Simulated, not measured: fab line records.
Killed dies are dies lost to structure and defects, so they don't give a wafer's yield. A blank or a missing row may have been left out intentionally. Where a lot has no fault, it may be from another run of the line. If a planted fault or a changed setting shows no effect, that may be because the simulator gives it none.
8D (eight disciplines) problem report, filled in by code / flow sky130 / the parts of the form that need people (team, actions taken, sign-off) are left out

## 1. WHAT IS WRONG
killed_at_M4_up at SKY_PAD_OPEN_PROBE_99 reads a mean of 38.7 on 6 wafers of 2 lots; wafers without a fault read 3.3 with a standard deviation of 2. Relative to the usual mean, that is a shift of +18 standard deviations.
The first sign was on wafer L277.1 at day 49 04:41, on prober-01. Wafers with a number at this step in the record: 24, from 8 lots. By rule, "out" or "out of limits" means more than 4 standard deviations away from the usual mean. Any other wafer with a number is counted as sound.

## 2. WHAT IT IS, WHAT IT ISN'T
question=which readings at this step | is=killed_at_M4_up | is not=killed_at_M0_to_M3, killedAtContacts, killedAtFrontEnd, killedAtOther, killedOpen, killedShort, sort_bin_6_memory
question=which lots | is=L277, L279 | is not=L269, L280, L282, L283, L285, L287
question=which wafers of those lots | is=all that have a number | is not=-
question=read on which tools | is=prober-01 | is not=prober-02
question=when | is=from day 49 04:41 | is not=up to then (3 sound wafers); but 15 sound wafers of L280, L282, L283, L285, L287 came after

## 3. THE SUSPECTS, EACH WITH WHAT RULES IT OUT
Counting: a tool at a process step up to the reading stays a suspect if it ran every lot that is out and no sound lot after the first of them.
- cmp-01 at SKY_VIA4_CMP_02 (polishes SiO2): ruled out as a lasting fault. Sound lots L280, L282, L287 ran on it after its first lot that is out, L277 (day 45 13:52).
- rieDiel-04 at SKY_VIA4_ETCH_12 (etches SiO2 in C4F8/O2/Ar, stops on TiN, target depth 580 nm): kept. It ran every lot that is out, first L277 (day 46 11:59), and no sound lot after that.
- wetBench-03 at SKY_METAL5_CLEAN_19 (cleans in O3/DIW): kept. It ran every lot that is out, first L277 (day 47 10:48), and no sound lot after that; its last sound lot up to then is L269 (day 44 15:41).
- prober-01 at SKY_PAD_OPEN_PROBE_99: ruled out as a lasting fault. Sound lots L283 ran on it after its first lot that is out, L277 (day 49 04:41).
Left after counting: rieDiel-04 at SKY_VIA4_ETCH_12, wetBench-03 at SKY_METAL5_CLEAN_19.

## 4. THE CAUSE (what the simulator had put in)
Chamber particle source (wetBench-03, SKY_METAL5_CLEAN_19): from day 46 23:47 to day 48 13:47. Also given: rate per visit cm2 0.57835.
After counting, 2 suspects remain, this tool included.

## 5. THE EFFECT CHAIN, in route order
Each row: a reading whose mean over the struck wafers that have a number lies more than 3 standard deviations from the usual. Only readings for which the record gives a usual standard deviation are gone through. hours: the time from each lot's start at the first step in this table that gives one to its start at this step, as a median over the lots. sigmas: the change in usual standard deviations.
hours=0; step=SKY_PAD_OPEN_PROBE_99; reading=defectLimitedYield; usual=82.0 %; on struck wafers=75.6; change=-6.4; sigmas=-3.4
hours=0; step=SKY_PAD_OPEN_PROBE_99; reading=killed_at_M4_up; usual=3.3; on struck wafers=38.7; change=+35.4; sigmas=+18
hours=0; step=SKY_PAD_OPEN_PROBE_99; reading=killedDies; usual=89; on struck wafers=120; change=+31; sigmas=+3.4
hours=0; step=SKY_PAD_OPEN_PROBE_99; reading=sort_bin_3_pad_short; usual=0.9 %; on struck wafers=2.4; change=+1.5; sigmas=+3.5
hours=0; step=SKY_PAD_OPEN_PROBE_99; reading=sortNPass; usual=403; on struck wafers=372; change=-31; sigmas=-3.4
hours=0; step=SKY_PAD_OPEN_PROBE_99; reading=sortYieldPct; usual=82.0 %; on struck wafers=75.6; change=-6.4; sigmas=-3.4
It contains these process steps:
- SKY_PAD_OPEN_PROBE_99

## 6. HOW IT WOULD HAVE BEEN CAUGHT EARLIER
In this record the first reading out of limits was taken at day 49 04:41, 53 hours after the fault began at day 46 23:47.
The start of SKY_METAL5_CLEAN_19 on wetBench-03 came by day 49 04:41 for every one of the lots that are out (2). Holding the tool at that point would not have protected any of them.
